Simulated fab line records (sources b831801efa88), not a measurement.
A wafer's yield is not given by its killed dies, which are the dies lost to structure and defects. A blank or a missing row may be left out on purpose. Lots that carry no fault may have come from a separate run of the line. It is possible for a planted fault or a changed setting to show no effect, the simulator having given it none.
A lot that was struck, set against a sound lot :: flow sky130 :: 29 out of 708 route steps
Sound: wafers L966.2, L966.3, L966.5. Struck: wafer L977.2 (L977.1, L977.4, from the same lot, were not struck and are left out); the cause is given at the end.
Per side, at each step with rows, come the tool, then ch with its chambers, and then its first start. Under that, the readings that differ: sound wafers :: struck wafers :: difference of the means :: sigmas: that difference in standard deviations of wafers without a fault.
alike: readings whose means differ by less than 2 such deviations, and words and numbers that are the same on both sides. not compared: withheld readings, readings that some wafer has no value for, bounds like >300 that may hide the same value, and numbers for which the record gives no deviation and whose values overlap.
The two part at a step that has a row with sigmas, a row that says differs or no value, or rows on one side only. Non-overlapping numbers with no deviation appear without sigmas and do not part them. A reading missing from all wafers of one side parts the sides only when that side holds two or more wafers.

first, 2 steps without rows for these wafers: SKY_METAL3_PEB_11; SKY_METAL3_DEVELOP_12 (develop time 60 s).
SKY_METAL3_CD_MEAS_13: target cd 300 nm.
  sound on cd_sem-01, day 40 05:30; struck on cd_sem-02, day 43 15:41
  alike: cd_nm
SKY_METAL3_OVL_MEAS_14:
  sound on overlay-01, day 40 05:37; struck on overlay-01, day 43 15:49
  alike: METAL3_OVL
SKY_METAL3_DESCUM_15: chemistry O2, time 8 s.
  sound on rie_metal-04 ch 0,1, day 40 05:38; struck on rie_metal-01 ch 1, day 43 15:50
  alike: chamber_pressure_mTorr, drypump_motor_current_A, oes_product_au
  not compared: rf_hours_counter_h
SKY_METAL3_ETCH_16: etches BARC in N2/H2, stops on SiO2, time 88.2 s, target depth 60 nm.
  sound on rie_metal-04 ch 0,1, day 40 05:40; struck on rie_metal-01 ch 1, day 43 15:52
  alike: chamber_pressure_mTorr, drypump_motor_current_A, oes_product_au, throttle_valve_pct
  not compared: rf_hours_counter_h
SKY_METAL3_ETCH_17: etches SiO2 in C4F8/O2/Ar, stops on TiN, time 3.9 s, target depth 15 nm.
  sound on rie_diel-02 ch 1,3, day 40 05:46; struck on rie_diel-01 ch 3, day 43 15:58
  alike: chamber_pressure_mTorr, oes_product_au
then, 5 steps without rows for these wafers: SKY_METAL3_METAL_ETCH_18 (etches the open film in Cl2/BCl3, stops on SiO2, target depth 845 nm, time 183.1 s); SKY_METAL3_STRIP_19 (strips in O2/N2); SKY_METAL3_STRIP_20 (strips in post etch residue remover, time 1200 s); SKY_METAL3_CLEAN_21 (cleans in IPA, time 180 s); SKY_METAL3_CLEAN_22 (cleans in O3/DIW).
SKY_VIA3_HDPCVD_00: deposits SiO2, target thk 1635 nm, time 272.5 s.
  sound on hdpcvd-01 ch 0,1, day 40 06:34; struck on hdpcvd-01 ch 0,2, day 43 16:47
SKY_VIA3_THK_MEAS_01:
  sound on film_metro-02, day 40 06:44; struck on film_metro-03, day 43 16:58
reading: VIA3_HDPCVD_THK (nm)
sound: 1588 1626 1595
struck: 1315
difference: -288
sigmas: -13
SKY_VIA3_CMP_02: polishes SiO2.
  sound on cmp-02 ch 0,1,2, day 40 06:53; struck on cmp-01 ch 3, day 43 17:01
  alike: edge_zone_pressure_frac, motor_current_A
SKY_VIA3_BOW_MEAS_03:
  sound on film_metro-02, day 40 07:07; struck on film_metro-02, day 43 17:19
  alike: VIA3_BOW
then, 8 steps without rows for these wafers: SKY_VIA3_DEHYDRATE_04 (time 60 s); SKY_VIA3_HMDS_05 (prime time 60 s); SKY_VIA3_COAT_06 (resist thk 60 nm); SKY_VIA3_COAT_07 (resist thk 450 nm); SKY_VIA3_SOFTBAKE_08 (time 90 s); SKY_VIA3_EXPOSE_09 (exposes mask VIM3, target cd 200 nm); SKY_VIA3_PEB_10; SKY_VIA3_DEVELOP_11 (develop time 60 s).
SKY_VIA3_CD_MEAS_12: target cd 200 nm.
  sound on cd_sem-01, day 41 06:54; struck on cd_sem-01, day 44 15:59
  alike: cd_nm
SKY_VIA3_OVL_MEAS_13:
  sound on overlay-02, day 41 07:00; struck on overlay-01, day 44 16:07
  alike: VIA3_OVL
SKY_VIA3_ETCH_14: etches BARC in N2/H2, stops on SiO2, time 45.9 s, target depth 60 nm.
  sound on rie_diel-03 ch 0,2,3, day 41 07:02; struck on rie_diel-04 ch 2, day 44 16:08
  alike: chamber_pressure_mTorr, drypump_motor_current_A, oes_product_au, throttle_valve_pct
  not compared: rf_hours_counter_h
SKY_VIA3_ETCH_15: etches SiO2 in C4F8/O2/Ar, stops on TiN, target depth 507 nm, time 78 s.
  sound on rie_diel-03 ch 0,2,3, day 41 07:04; struck on rie_diel-04 ch 2, day 44 16:11
reading: oes_product_au (a.u.)
sound: 0.943 0.947 0.944
struck: 0.726
difference: -0.219
sigmas: -48
  alike: chamber_pressure_mTorr
  not compared: rf_hours_counter_h
then, 1 step without rows for these wafers: SKY_VIA3_STRIP_16 (strips in O2/N2).

## WHERE THEY PART
Last at SKY_VIA3_ETCH_15 as far as this record goes, first at SKY_VIA3_THK_MEAS_01.

WHY: what the simulator had put in
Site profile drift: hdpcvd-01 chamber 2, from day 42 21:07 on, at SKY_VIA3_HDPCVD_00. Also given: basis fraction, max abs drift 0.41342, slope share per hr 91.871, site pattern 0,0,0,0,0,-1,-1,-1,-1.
